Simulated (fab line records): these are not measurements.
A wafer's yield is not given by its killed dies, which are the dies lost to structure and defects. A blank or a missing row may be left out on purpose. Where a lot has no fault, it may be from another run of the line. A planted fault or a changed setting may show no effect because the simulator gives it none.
Split-lot experiment -- flow sfq-line -- on a route of 325 steps: 5 lots, 23 wafers read

## ABOUT THE SPLIT
At SFQ_TRILAYER_INCOMING_OXIDATION_002 (target thk 500 nm, ox time 4939 s), the setting ox-time-s was moved away from the recipe's 4939 s on 15 of the 23 wafers read, by -14.3% to +4.4%. All remaining wafers had this setting at the recipe value.

The split's own step is where the reading is taken.

## THE READING
SiO2_of_TRILAYER_INCOMING_OXIDATION_002.thk-nm (the simulator's own value, which no gauge read), in nm, at SFQ_TRILAYER_INCOMING_OXIDATION_002 (target thk 500 nm, ox time 4939 s). No usual value for it is given in the file. Here, 8 wafers ran the recipe; their average is 502.1 nm with a standard deviation of 12 nm.

wafer,"tool, chamber at the split","ox-time-s as run, s",against the recipe,"SiO2_of_TRILAYER_INCOMING_OXIDATION_002.thk-nm, nm",against lot-mates on the recipe
L076.1,"-, -",4939,recipe,490.2,-
L076.2,"-, -",4939,recipe,492.5,-
L076.3,"-, -",4939,recipe,495.3,-
L076.4,"-, -",4939,recipe,496.3,-
L076.6,"-, -",4939,recipe,493.7,-
L078.1,"-, -",4407,-10.8%,458.9,no lot-mate on the recipe
L078.2,"-, -",4407,-10.8%,462.8,no lot-mate on the recipe
L078.4,"-, -",4407,-10.8%,463.7,no lot-mate on the recipe
L078.5,"-, -",4407,-10.8%,465.6,no lot-mate on the recipe
L078.6,"-, -",4407,-10.8%,460.2,no lot-mate on the recipe
L079.2,"-, -",4233,-14.3%,451.6,no lot-mate on the recipe
L079.3,"-, -",4233,-14.3%,449.5,no lot-mate on the recipe
L079.4,"-, -",4233,-14.3%,455.4,no lot-mate on the recipe
L079.5,"-, -",4233,-14.3%,456.2,no lot-mate on the recipe
L079.6,"-, -",4233,-14.3%,461.7,no lot-mate on the recipe
L080.3,"furnace-01, 0",4939,recipe,512.3,-
L080.5,"furnace-01, 0",4939,recipe,524.3,-
L080.6,"furnace-01, 0",4939,recipe,512.4,-
L084.1,"-, -",5157,+4.4%,517.8,no lot-mate on the recipe
L084.5,"-, -",5157,+4.4%,517.8,no lot-mate on the recipe
L084.2,"-, -",5157,+4.4%,518.9,no lot-mate on the recipe
L084.3,"-, -",5157,+4.4%,518.3,no lot-mate on the recipe
L084.6,"-, -",5157,+4.4%,515.2,no lot-mate on the recipe

FIT RESULTS
A straight line over all 23 wafers: SiO2_of_TRILAYER_INCOMING_OXIDATION_002.thk-nm changes by +3.45 nm for each +1% of ox-time-s; r = +0.96; the points scatter about the line by 7.8 nm.
Too few moved wafers with a lot-mate on the recipe to fit a line net of each lot's own level.

## THE FILE'S OWN FIT
SiO2_of_TRILAYER_INCOMING_OXIDATION_002.thk-nm changes by +3.45 nm for each +1% of ox-time-s, r = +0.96.
